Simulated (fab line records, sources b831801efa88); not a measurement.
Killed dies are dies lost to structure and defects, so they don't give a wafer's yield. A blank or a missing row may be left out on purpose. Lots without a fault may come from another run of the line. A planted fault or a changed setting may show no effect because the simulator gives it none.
Which tool did it? | flow sfq_line | 14 lots, 42 wafers sampled, at 3 steps of a route of 325

WHAT THE GAUGES READ, wafer by wafer
The record holds no reading of a measuring or inspecting step that can be judged against a usual standard deviation.

WHICH TOOL RAN EACH LOT (tool, then ch and the chambers of the sampled wafers, then the start)
lot  | SFQ_TRILAYER_M0_ETCH_METAL_ETCH_024 | SFQ_TRILAYER_JJ_CE_ETCH_RIE_118   | SFQ_TRILAYER_A5B_METRO_MEASURE_131
L740 | rie_metal-04 ch 0,1, day 7 22:25    | rie_metal-03 ch 0,1, day 42 16:11 | film_metro-01, day 49 01:03
L741 | rie_metal-02 ch 0,1, day 8 05:37    | rie_metal-02 ch 0, day 43 01:37   | film_metro-04, day 49 12:48
L742 | rie_metal-02 ch 0,1, day 8 10:39    | rie_metal-03 ch 0,1, day 43 07:31 | film_metro-01, day 49 21:01
L743 | rie_metal-04 ch 1, day 8 14:13      | rie_metal-02 ch 1, day 43 12:25   | film_metro-02, day 50 00:54
L744 | rie_metal-02 ch 0,1, day 8 18:53    | rie_metal-04 ch 0,1, day 43 23:07 | film_metro-01, day 50 04:11
L748 | rie_metal-01 ch 0,1, day 9 20:02    | rie_metal-03 ch 0,1, day 47 11:45 | film_metro-02, day 53 05:51
L752 | rie_metal-04 ch 0, day 11 03:17     | rie_metal-04 ch 0,1, day 49 03:21 | film_metro-02, day 54 18:35
L753 | rie_metal-01 ch 0,1, day 11 10:29   | rie_metal-04 ch 0,1, day 49 04:43 | film_metro-04, day 54 20:06
L754 | rie_metal-04 ch 0, day 11 12:56     | rie_metal-02 ch 0,1, day 56 21:09 | film_metro-02, day 57 05:18
L756 | rie_metal-01 ch 0,1, day 12 02:50   | rie_metal-04 ch 0,1, day 57 16:23 | film_metro-01, day 58 03:18
L757 | rie_metal-01 ch 0,1, day 12 07:38   | rie_metal-03 ch 0,1, day 58 01:59 | film_metro-02, day 59 06:30
L758 | rie_metal-01 ch 0,1, day 12 12:23   | rie_metal-03 ch 0,1, day 58 11:07 | film_metro-02, day 59 08:54
L760 | rie_metal-02 ch 0, day 12 23:11     | rie_metal-02 ch 1, day 59 07:31   | film_metro-04, day 59 23:16
L761 | rie_metal-01 ch 1, day 13 02:50     | rie_metal-02 ch 0,1, day 59 08:43 | film_metro-02, day 59 23:54
- SFQ_TRILAYER_M0_ETCH_METAL_ETCH_024: etches Nb in Cl2/Ar, stops on SiO2, target depth 240 nm, time 120 s.
- SFQ_TRILAYER_JJ_CE_ETCH_RIE_118: chemistry SF6, target Nb, stops on Al2O3, time 97.7 s, target depth 170 nm.
- SFQ_TRILAYER_A5B_METRO_MEASURE_131

WHAT THE TOOLS THEMSELVES READ (means of the sampled wafers that have a number; where no wafer has one, the mark that the record gives instead)
SFQ_TRILAYER_M0_ETCH_METAL_ETCH_024. Usual: chamber_pressure_mTorr 10.000 mTorr, standard deviation 0.0093; drypump_motor_current_A 5.6 A, standard deviation 0.46; oes_product_au 0.894 a.u., standard deviation 0.0058; rf_fwd_power_W 597.4 W, standard deviation 1.8.
lot  | tool         | chamber_pressure_mTorr (mTorr) | drypump_motor_current_A (A) | oes_product_au (a.u.) | rf_fwd_power_W (W) | flag
L740 | rie_metal-04 | 9.996                          | 5.8                         | 0.895                 | 597.6              |
L741 | rie_metal-02 | 9.998                          | 5.2                         | 0.898                 | 598.0              |
L742 | rie_metal-02 | 10.001                         | 4.9                         | 0.888                 | 598.0              |
L743 | rie_metal-04 | 9.995                          | 5.7                         | 0.893                 | 594.9              |
L744 | rie_metal-02 | 9.996                          | 4.9                         | 0.887                 | 597.5              |
L748 | rie_metal-01 | 10.009                         | 5.8                         | 0.894                 | 597.9              |
L752 | rie_metal-04 | 10.001                         | 6.1                         | 0.901                 | 693.5              | OFF
L753 | rie_metal-01 | 9.996                          | 5.6                         | 0.898                 | 597.6              |
L754 | rie_metal-04 | 9.998                          | 6.1                         | 0.898                 | 692.4              | OFF
L756 | rie_metal-01 | 10.003                         | 5.6                         | 0.895                 | 598.4              |
L757 | rie_metal-01 | 10.003                         | 5.8                         | 0.892                 | 599.6              |
L758 | rie_metal-01 | 9.991                          | 5.8                         | 0.893                 | 597.7              |
L760 | rie_metal-02 | 10.005                         | 4.7                         | 0.894                 | 596.1              |
L761 | rie_metal-01 | 10.007                         | 5.5                         | 0.895                 | 600.2              |

SFQ_TRILAYER_JJ_CE_ETCH_RIE_118. Usual: chamber_pressure_mTorr 9.728 mTorr, standard deviation 0.009; drypump_motor_current_A 5.4 A, standard deviation 0.4; oes_product_au 0.991 a.u., standard deviation 0.0069.
lot  | tool         | chamber_pressure_mTorr (mTorr) | drypump_motor_current_A (A) | oes_product_au (a.u.) | flag
L740 | rie_metal-03 | 9.728                          | 5.4                         | 0.995                 |
L741 | rie_metal-02 | 9.729                          | 4.7                         | 0.987                 |
L742 | rie_metal-03 | 9.732                          | 5.4                         | 0.994                 |
L743 | rie_metal-02 | 9.720                          | 5.4                         | 0.989                 |
L744 | rie_metal-04 | 9.722                          | 5.8                         | 0.987                 |
L748 | rie_metal-03 | 9.729                          | 5.4                         | 0.988                 |
L752 | rie_metal-04 | 9.725                          | 5.8                         | 0.989                 |
L753 | rie_metal-04 | 9.725                          | 5.8                         | 0.999                 |
L754 | rie_metal-02 | 9.731                          | 4.9                         | 0.987                 |
L756 | rie_metal-04 | 9.733                          | 5.8                         | 0.994                 |
L757 | rie_metal-03 | 9.720                          | 5.4                         | 0.993                 |
L758 | rie_metal-03 | 9.733                          | 5.4                         | 0.985                 |
L760 | rie_metal-02 | 9.719                          | 5.4                         | 0.980                 |
L761 | rie_metal-02 | 9.730                          | 5.2                         | 0.983                 |

SFQ_TRILAYER_A5B_METRO_MEASURE_131. Usual: thk_nm 342 nm, standard deviation 4.8.
lot  | tool          | thk_nm (nm) | flag
L740 | film_metro-01 | 345         |
L741 | film_metro-04 | 347         |
L742 | film_metro-01 | 342         |
L743 | film_metro-02 | 341         |
L744 | film_metro-01 | 346         |
L748 | film_metro-02 | 340         |
L752 | film_metro-02 | 344         |
L753 | film_metro-04 | 349         |
L754 | film_metro-02 | 339         |
L756 | film_metro-01 | 333         |
L757 | film_metro-02 | 345         |
L758 | film_metro-02 | 342         |
L760 | film_metro-04 | 338         |
L761 | film_metro-02 | 342         |

THE ANSWER, worked out from the rows above alone
Rule: a lot is off if the mean of its wafers that have a number lies more than 3 standard deviations from the usual mean. A lot without any number at a reading at which 4 lots or more have one is off too. The other lots that the step has rows for count as sound. The gauges are gone through in route order, then the tools' own readings, and for those a lot's mean is taken as printed above. The first step at which some lot is off is used, and at that step the reading that is off furthest; a lot without a number counts as furthest.
Off: L752, L754, at SFQ_TRILAYER_M0_ETCH_METAL_ETCH_024 (rf_fwd_power_W).
A tool fits if, at that step or a process step before it, it ran every lot that is off, and no sound lot after the first of them. One fits: rie_metal-04 at SFQ_TRILAYER_M0_ETCH_METAL_ETCH_024. Its last sound lot is L743 (day 8 14:13), its first lot that is off L752 (day 11 03:17): a fault that began between those two fits.
The tool's own readings at SFQ_TRILAYER_M0_ETCH_METAL_ETCH_024 bear it out: on the lots that are off they differ by more than 5 times the standard deviation of the sound lots' means. rf_fwd_power_W reads 693.0 W there against 597.8 W on the sound lots.

WHAT THE SIMULATOR HAD PUT IN
Process parameter drift: rie_metal-04, from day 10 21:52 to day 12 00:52, at SFQ_TRILAYER_M0_ETCH_METAL_ETCH_024. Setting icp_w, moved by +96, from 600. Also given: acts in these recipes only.
Lots struck among those shown: L752, L754. The rule above found the same.
